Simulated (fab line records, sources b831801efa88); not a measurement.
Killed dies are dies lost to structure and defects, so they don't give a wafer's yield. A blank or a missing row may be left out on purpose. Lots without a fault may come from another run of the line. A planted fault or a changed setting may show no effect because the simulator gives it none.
A struck lot beside a sound one | flow sky130 | 15 steps out of a route of 708
Sound: wafers L230.1, L230.3, L230.6. Struck: wafers L221.1, L221.2, L221.3. The cause comes at the end.
At each step with rows: each side's tool, then ch and its chambers, then its first start. Under that, the readings that differ: sound wafers | struck wafers | difference of the means | sigmas: that difference in standard deviations of wafers without a fault.
alike: readings whose means differ by less than 2 such deviations, and words and numbers that are the same on both sides. not compared: withheld readings, readings that some wafer has no value for, bounds like >300 that may hide the same value, and numbers for which the record gives no deviation and whose values overlap.
The two part at a step that has a row with sigmas, a row that says differs or no value, or rows on one side only. Numbers that don't overlap but have no deviation are shown without sigmas and don't part them. A reading that every wafer of one side lacks parts them only if that side has two wafers or more.

first, 8 steps without rows for these wafers: SKY_POLY_GATE_DEHYDRATE_05 (time 60 s); SKY_POLY_GATE_HMDS_06 (prime time 60 s); SKY_POLY_GATE_COAT_07 (resist thk 110 nm); SKY_POLY_GATE_COAT_08 (resist thk 450 nm); SKY_POLY_GATE_SOFTBAKE_09 (time 90 s); SKY_POLY_GATE_EXPOSE_10 (exposes mask P1M, target cd 150 nm); SKY_POLY_GATE_PEB_11; SKY_POLY_GATE_DEVELOP_12 (develop time 60 s).
SKY_POLY_GATE_CD_MEAS_13: target cd 150 nm.
  sound on cd_sem-02, day 24 00:55; struck on cd_sem-02, day 20 17:36
  alike: cd_nm
SKY_POLY_GATE_OVL_MEAS_14:
  sound on overlay-02, day 24 01:02; struck on overlay-01, day 20 17:43
  alike: POLY_GATE_OVL
SKY_POLY_GATE_ETCH_15: etches BARC in N2/H2, stops on SiO2, time 118.5 s, target depth 110 nm.
  sound on rie_diel-04 ch 0,1,2, day 24 01:04; struck on rie_diel-04 ch 0,1,2, day 20 17:45
  alike: bias_w, drypump_motor_current_A, h2_flow_sccm, oes_product_au, throttle_valve_pct
  not compared: rf_hours_counter_h
SKY_POLY_GATE_ETCH_16: etches Si3N4 in CH3F/O2, stops on poly-Si, time 147.5 s, target depth 75 nm.
  sound on rie_diel-04 ch 0,1,2, day 24 01:08; struck on rie_diel-04 ch 0,1,2, day 20 17:50
  alike: bias_w, drypump_motor_current_A, oes_product_au, throttle_valve_pct
  not compared: rf_hours_counter_h
SKY_POLY_GATE_ETCH_17: etches poly-Si in HBr/Cl2, stops on SiO2, target depth 180 nm, time 70.5 s.
  sound on rie_si-02 ch 1,2,3, day 24 01:14; struck on rie_si-01 ch 0,2,3, day 20 17:56
  reading    | sound              | struck               | difference | sigmas
  bias_w (W) | 99.97 100.07 99.80 | 103.10 103.01 103.18 | +3.15      | +11
  alike: drypump_motor_current_A, oes_product_au, throttle_valve_pct
  not compared: rf_hours_counter_h
SKY_POLY_GATE_STRIP_18: strips in O2/N2.
  sound on plasma_asher-03 ch 0, day 24 01:18; struck on plasma_asher-01 ch 0,1, day 20 17:59
  alike: drypump_motor_current_A, oes_product_au, strip_time_to_endpoint_s
  not compared: rf_hours_counter_h
-- the record jumps here: 28 days lie between the struck wafers' starts before and after (it left off in module POLY_GATE and takes up again in module PAD_OPEN, whose first step shown is number 708 of the route) --
SKY_PAD_OPEN_PROBE_99:
  sound on prober-01, day 50 12:30; struck on prober-02, day 49 03:40
  alike: killed_at_M0_to_M3, killed_at_M4_up, killed_at_contacts, killed_at_front_end, killed_at_other, killed_dies, killed_open, killed_short

WHERE THEY PART
Only at SKY_POLY_GATE_ETCH_17, within this record. Later steps at which nothing parts them and some readings are alike: SKY_POLY_GATE_STRIP_18, SKY_PAD_OPEN_PROBE_99.

WHY: what the simulator had put in
Process parameter drift: rie_si-01, from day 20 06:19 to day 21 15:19, at SKY_POLY_GATE_ETCH_17. Setting bias_w, moved by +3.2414, from 100. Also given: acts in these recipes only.
